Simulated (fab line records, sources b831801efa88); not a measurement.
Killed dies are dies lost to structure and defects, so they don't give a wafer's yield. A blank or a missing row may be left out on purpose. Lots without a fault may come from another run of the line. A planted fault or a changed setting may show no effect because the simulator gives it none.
Which tool did it? | flow sky130 | 14 lots, 42 wafers sampled, at 3 steps of a route of 708

WHAT THE GAUGES READ, wafer by wafer
SKY_RES_XHIGH_TW_MEAS_09. Usual: RES_XHIGH_TW 1637, standard deviation 31.
lot  | measured     | on            | RES_XHIGH_TW   | flag
L101 | day 27 04:30 | film_metro-03 | 1610 1604 1602 |
L102 | day 27 13:54 | film_metro-03 | 1599 1612 1604 |
L104 | day 28 12:59 | film_metro-04 | 1682 1666 1679 |
L106 | day 28 22:14 | film_metro-03 | 1582 1595 1588 |
L107 | day 29 08:20 | film_metro-02 | 1641 1642 1638 |
L109 | day 30 00:18 | film_metro-04 | 1672 1668 1672 |
L108 | day 30 02:47 | film_metro-04 | 1669 1659 1663 |
L111 | day 30 19:14 | film_metro-03 | 1472 1468 1477 | OFF
L112 | day 30 20:42 | film_metro-04 | 1672 1666 1666 |
L113 | day 31 03:38 | film_metro-04 | 1508 1512 1510 | OFF
L119 | day 33 15:12 | film_metro-03 | 1617 1619 1614 |
L121 | day 33 22:42 | film_metro-04 | 1659 1666 1675 |
L122 | day 34 03:05 | film_metro-02 | 1644 1655 1647 |
L123 | day 34 08:52 | film_metro-04 | 1666 1677 1670 |

SKY_SD_N_RS_MEAS_18: measures by four-point-probe. Usual: RES_XHIGH_RS 333.4 ohm/sq, standard deviation 1.3.
lot  | measured     | on            | RES_XHIGH_RS (ohm/sq) | flag
L101 | day 28 10:38 | film_metro-03 | 332.8 332.8 331.7     |
L102 | day 28 18:51 | film_metro-02 | 332.3 332.3 333.0     |
L104 | day 29 18:04 | film_metro-04 | 333.9 333.4 332.7     |
L106 | day 30 03:41 | film_metro-04 | 330.6 331.6 331.7     |
L107 | day 30 12:46 | film_metro-03 | 336.1 336.6 336.6     |
L109 | day 31 05:00 | film_metro-02 | 331.5 332.3 332.2     |
L108 | day 31 07:25 | film_metro-03 | 333.4 333.2 333.9     |
L111 | day 32 00:10 | film_metro-02 | 423.6 427.3 427.4     | OFF
L112 | day 32 01:03 | film_metro-03 | 334.2 333.3 334.1     |
L113 | day 32 07:51 | film_metro-03 | 428.6 430.2 428.5     | OFF
L119 | day 34 18:28 | film_metro-03 | 333.2 333.6 333.1     |
L121 | day 35 01:59 | film_metro-03 | 335.2 333.8 334.5     |
L122 | day 35 06:20 | film_metro-03 | 332.5 334.2 332.9     |
L123 | day 35 12:08 | film_metro-04 | 335.1 335.0 333.8     |

WHICH TOOL RAN EACH LOT (tool, then ch and the chambers of the sampled wafers, then the start)
lot  | SKY_RES_XHIGH_IMPLANT_07
L101 | implanter-02 ch 0, day 27 04:16
L102 | implanter-03 ch 0, day 27 13:40
L104 | implanter-03 ch 0, day 28 12:44
L106 | implanter-01 ch 0, day 28 22:02
L107 | implanter-02 ch 0, day 29 08:05
L109 | implanter-02 ch 0, day 30 00:04
L108 | implanter-02 ch 0, day 30 02:32
L111 | implanter-02 ch 0, day 30 18:59
L112 | implanter-03 ch 0, day 30 20:28
L113 | implanter-02 ch 0, day 31 03:23
L119 | implanter-01 ch 0, day 33 14:57
L121 | implanter-01 ch 0, day 33 22:27
L122 | implanter-02 ch 0, day 34 02:53
L123 | implanter-03 ch 0, day 34 08:40
- SKY_RES_XHIGH_IMPLANT_07

WHAT THE TOOLS THEMSELVES READ (means of the sampled wafers that have a number; where no wafer has one, the mark that the record gives instead)
SKY_RES_XHIGH_IMPLANT_07. Usual: beam_on_s 37.4 s, standard deviation 2.8; dose_ions_cm2 3.6e+14, standard deviation 3.8e+11.
lot  | tool         | beam_on_s (s) | dose_ions_cm2 | flag
L101 | implanter-02 | 33.9          | 3.6e+14       |
L102 | implanter-03 | 39.8          | 3.6e+14       |
L104 | implanter-03 | 40.5          | 3.6e+14       |
L106 | implanter-01 | 38.2          | 3.6e+14       |
L107 | implanter-02 | 34.5          | 3.6e+14       |
L109 | implanter-02 | 33.4          | 3.6e+14       |
L108 | implanter-02 | 34.0          | 3.6e+14       |
L111 | implanter-02 | 24.4          | 2.6e+14       | OFF
L112 | implanter-03 | 40.8          | 3.6e+14       |
L113 | implanter-02 | 25.3          | 2.6e+14       | OFF
L119 | implanter-01 | 39.1          | 3.6e+14       |
L121 | implanter-01 | 38.6          | 3.6e+14       |
L122 | implanter-02 | 33.1          | 3.6e+14       |
L123 | implanter-03 | 40.5          | 3.6e+14       |

THE ANSWER, worked out from the rows above alone
Rule: a lot is off if the mean of its wafers that have a number lies more than 3 standard deviations from the usual mean. A lot without any number at a reading at which 4 lots or more have one is off too. The other lots that the step has rows for count as sound. The gauges are gone through in route order, then the tools' own readings, and for those a lot's mean is taken as printed above. The first step at which some lot is off is used, and at that step the reading that is off furthest; a lot without a number counts as furthest.
Off: L111, L113, at SKY_RES_XHIGH_TW_MEAS_09 (RES_XHIGH_TW).
A tool fits if, at a process step before that reading, it ran every lot that is off, and no sound lot after the first of them. The gauges at SKY_RES_XHIGH_TW_MEAS_09 aren't tried: what is off there is off at SKY_RES_XHIGH_IMPLANT_07 too, on other tools, and a gauge's error can't cause that. None of those tried fits.

WHAT THE SIMULATOR HAD PUT IN
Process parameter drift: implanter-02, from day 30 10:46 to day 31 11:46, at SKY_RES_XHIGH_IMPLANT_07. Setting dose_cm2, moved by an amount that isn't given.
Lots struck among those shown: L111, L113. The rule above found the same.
